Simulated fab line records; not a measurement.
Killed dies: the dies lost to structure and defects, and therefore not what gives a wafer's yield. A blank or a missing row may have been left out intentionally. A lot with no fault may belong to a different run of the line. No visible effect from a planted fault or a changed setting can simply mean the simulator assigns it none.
Problem report in the 8D (eight disciplines) form, filled by code	flow sky130	the parts of the form that need people (team, actions taken, sign-off) are left out

== 1. THE ISSUE ==
Wafers with no fault read 0.854 a.u. with a standard deviation of 0.0044, whereas oes-product-au at SKY_VIA3_ETCH_14 reads a mean of 0.924 a.u. on 1 wafer of 1 lot. That is +16 standard deviations from the usual mean.
The step: etches BARC in N2/H2, stops on SiO2, time 45.9 s, target depth 60 nm.
The first sign was on wafer L880.1 at day 44 06:32, on rie-diel-04. The record has a number at this step for 15 wafers belonging to 5 lots. The rule behind "out" and "out of limits": a value lying over 4 standard deviations away from the usual mean. The other wafers with a number count as sound.

== 2. WHAT THIS IS AND IS NOT ==
question	is	is not
which readings at this step	oes-product-au, run-length-s	drypump-motor-current-A, throttle-valve-pct
which lots	L880	L872, L874, L879, L889
which wafers of those lots	L880.1	L880.3, L880.6
read on which tools	rie-diel-04	rie-diel-02, rie-diel-03
when	from day 44 06:32	up to then (11 sound wafers); but 3 sound wafers of L889 came after

== 3. WHAT RULES OUT EACH SUSPECT ==
Counting: a tool at a process step up to the reading stays a suspect if it ran every lot that is out. Sound lots after the first of them don't rule it out here, since some wafers of a struck lot are sound.
- cmp-01 at SKY_VIA3_CMP_02 (polishes SiO2): kept. L880, the lot that is out, went through it at day 43 07:22; up to then, the latest sound lot through it was L874 at day 41 15:17.
- rie-diel-04 at SKY_VIA3_ETCH_14 (etches BARC in N2/H2, stops on SiO2, time 45.9 s, target depth 60 nm): kept. L880, the lot that is out, went through it at day 44 06:32; up to then, the latest sound lot through it was L872 at day 41 16:20. Its own readings are out on those wafers: oes-product-au, run-length-s.
- The sound lot-mates ran in chamber 3 of cmp-01 at SKY_VIA3_CMP_02, but the wafers that are out ran in chamber 1.
- The sound lot-mates ran in chamber 2 of rie-diel-04 at SKY_VIA3_ETCH_14, but the wafers that are out ran in chamber 3.
After counting, cmp-01 at SKY_VIA3_CMP_02 and rie-diel-04 at SKY_VIA3_ETCH_14 remain.

== 4. THE CAUSE (what the simulator had put in) ==
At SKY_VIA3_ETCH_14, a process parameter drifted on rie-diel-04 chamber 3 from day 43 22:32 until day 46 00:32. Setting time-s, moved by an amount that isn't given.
Counting left 2 suspects, and this tool is among them.

== 5. SEQUENCE OF EFFECTS, ordered by route ==
Each row: a reading where the mean over the struck wafers with a number is more than 3 standard deviations away from the usual. Only readings for which the record gives a usual standard deviation are gone through. hours: the time from each lot's start at the first step in this table that gives one to its start at this step, as a median over the lots. sigmas: the change in usual standard deviations.
hours	step	reading	usual	on struck wafers	change	sigmas
0	SKY_VIA3_ETCH_14	oes-product-au	0.854 a.u.	0.924	+0.070	+16
0	SKY_VIA3_ETCH_14	run-length-s	74.4 s	70.3	-4.1	-11
The process steps in it:
- SKY_VIA3_ETCH_14: etches BARC in N2/H2, stops on SiO2, time 45.9 s, target depth 60 nm.

== 6. WHAT WOULD HAVE CAUGHT IT SOONER ==
In this record no reading fell out of limits until day 44 06:32, 8 hours after the fault had begun at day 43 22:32.
